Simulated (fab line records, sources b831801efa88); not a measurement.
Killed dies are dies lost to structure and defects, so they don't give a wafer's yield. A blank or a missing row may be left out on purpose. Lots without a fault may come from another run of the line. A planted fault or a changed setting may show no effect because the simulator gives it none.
Which tool did it? | flow gf180mcu | 12 lots, 36 wafers sampled, at 4 steps of a route of 602

WHAT THE GAUGES READ, wafer by wafer
GF_DNWELL_TW_MEAS_09. Usual: DNWELL_TW 1339, standard deviation 15.
lot  | measured    | on            | DNWELL_TW      | flag
L904 | day 3 00:23 | film_metro-04 | 1322 1330 1325 |
L906 | day 3 10:13 | film_metro-04 | 1324 1325 1322 |
L907 | day 3 17:14 | film_metro-03 | 1325 1320 1325 |
L913 | day 5 02:14 | film_metro-02 | 1358 1354 1365 |
L914 | day 5 06:49 | film_metro-03 | 30 30 30       | OFF
L918 | day 6 01:51 | film_metro-02 | 1352 1346 1344 |
L919 | day 6 08:55 | film_metro-03 | 1339 1335 1339 |
L922 | day 6 23:59 | film_metro-02 | 1357 1358 1351 |
L923 | day 7 07:00 | film_metro-02 | 1362 1362 1370 |
L924 | day 7 11:14 | film_metro-02 | 1359 1358 1356 |
L925 | day 7 15:07 | film_metro-04 | 1319 1330 1332 |
L926 | day 7 20:23 | film_metro-03 | 1334 1334 1332 |

GF_NWELL_TW_MEAS_11. Usual: NWELL_TW 1558, standard deviation 15.
lot  | measured    | on            | NWELL_TW       | flag
L904 | day 3 13:10 | film_metro-01 | 1555 1555 1557 |
L906 | day 3 23:07 | film_metro-04 | 1544 1542 1546 |
L907 | day 4 06:14 | film_metro-04 | 1544 1549 1547 |
L913 | day 5 17:08 | film_metro-02 | 1581 1587 1581 |
L914 | day 5 21:45 | film_metro-02 | 1851 1855 1856 | OFF
L918 | day 6 17:23 | film_metro-01 | 1549 1551 1558 |
L919 | day 7 00:48 | film_metro-04 | 1542 1536 1547 |
L922 | day 7 16:26 | film_metro-04 | 1546 1542 1542 |
L923 | day 7 23:32 | film_metro-04 | 1547 1545 1542 |
L924 | day 8 03:50 | film_metro-04 | 1553 1547 1558 |
L925 | day 8 07:59 | film_metro-01 | 1553 1561 1559 |
L926 | day 8 13:19 | film_metro-01 | 1567 1557 1563 |

GF_M1_RS_MEAS_05: measures by four-point-probe. Usual: M1_ALCU_RS 0.0697 ohm/sq, standard deviation 0.00072.
lot  | measured     | on            | M1_ALCU_RS (ohm/sq)  | flag
L904 | day 16 10:33 | film_metro-03 | 0.0696 0.0691 0.0693 |
L906 | day 17 00:35 | film_metro-02 | 0.0701 0.0701 0.0706 |
L907 | day 17 15:52 | film_metro-02 | 0.0692 0.0701 0.0692 |
L913 | day 20 02:55 | film_metro-01 | 0.0688 0.0688 0.0692 |
L914 | day 20 10:39 | film_metro-03 | 0.0705 0.0711 0.0699 |
L918 | day 21 15:50 | film_metro-03 | 0.0709 0.0703 0.0704 |
L919 | day 22 00:29 | film_metro-01 | 0.0696 0.0693 0.0686 |
L922 | day 23 01:53 | film_metro-02 | 0.0710 0.0703 0.0701 |
L923 | day 23 11:30 | film_metro-03 | 0.0689 0.0693 0.0685 |
L924 | day 23 16:47 | film_metro-01 | 0.0698 0.0693 0.0685 |
L925 | day 23 21:59 | film_metro-01 | 0.0706 0.0698 0.0705 |
L926 | day 24 04:20 | film_metro-03 | 0.0688 0.0698 0.0699 |

WHICH TOOL RAN EACH LOT (tool, then ch and the chambers of the sampled wafers, then the start)
lot  | GF_DNWELL_EXPOSE_04
L904 | iline_stepper-01 ch 0, day 2 18:25
L906 | iline_stepper-01 ch 0, day 3 03:52
L907 | iline_stepper-02 ch 0, day 3 11:04
L913 | iline_stepper-02 ch 0, day 4 19:34
L914 | iline_stepper-01 ch 0, day 4 23:49
L918 | iline_stepper-02 ch 0, day 5 18:11
L919 | iline_stepper-01 ch 0, day 6 01:48
L922 | iline_stepper-01 ch 0, day 6 16:25
L923 | iline_stepper-02 ch 0, day 6 23:07
L924 | iline_stepper-01 ch 0, day 7 03:05
L925 | iline_stepper-02 ch 0, day 7 07:24
L926 | iline_stepper-01 ch 0, day 7 12:27
- GF_DNWELL_EXPOSE_04: exposes mask DNWELL, target cd 1700 nm.

WHAT THE TOOLS THEMSELVES READ (means of the sampled wafers that have a number; where no wafer has one, the mark that the record gives instead)
GF_DNWELL_EXPOSE_04. Usual: reticle_temp_C 23.03 C, standard deviation 0.11; stage_vel_mm_s 500.01 mm/s, standard deviation 0.24.
lot  | tool             | reticle_temp_C (C) | stage_vel_mm_s (mm/s) | flag
L904 | iline_stepper-01 | 22.96              | 500.09                |
L906 | iline_stepper-01 | 22.94              | 500.15                |
L907 | iline_stepper-02 | 23.05              | 499.82                |
L913 | iline_stepper-02 | 22.99              | 499.94                |
L914 | iline_stepper-01 | 22.98              | 500.07                |
L918 | iline_stepper-02 | 23.08              | 500.34                |
L919 | iline_stepper-01 | 23.12              | 499.89                |
L922 | iline_stepper-01 | 23.11              | 499.73                |
L923 | iline_stepper-02 | 22.93              | 499.87                |
L924 | iline_stepper-01 | 23.03              | 500.09                |
L925 | iline_stepper-02 | 23.05              | 500.14                |
L926 | iline_stepper-01 | 23.05              | 499.89                |

THE ANSWER, worked out from the rows above alone
Rule: a lot is off if the mean of its wafers that have a number lies more than 3 standard deviations from the usual mean. A lot without any number at a reading at which 4 lots or more have one is off too. The other lots that the step has rows for count as sound. The gauges are gone through in route order, then the tools' own readings, and for those a lot's mean is taken as printed above. The first step at which some lot is off is used, and at that step the reading that is off furthest; a lot without a number counts as furthest.
Off: L914, at GF_DNWELL_TW_MEAS_09 (DNWELL_TW).
A tool fits if, at a process step before that reading, it ran every lot that is off, and no sound lot after the first of them. The gauges at GF_DNWELL_TW_MEAS_09 aren't tried: what is off there is off at GF_NWELL_TW_MEAS_11 too, on other tools, and a gauge's error can't cause that. None of those tried fits.

WHAT THE SIMULATOR HAD PUT IN
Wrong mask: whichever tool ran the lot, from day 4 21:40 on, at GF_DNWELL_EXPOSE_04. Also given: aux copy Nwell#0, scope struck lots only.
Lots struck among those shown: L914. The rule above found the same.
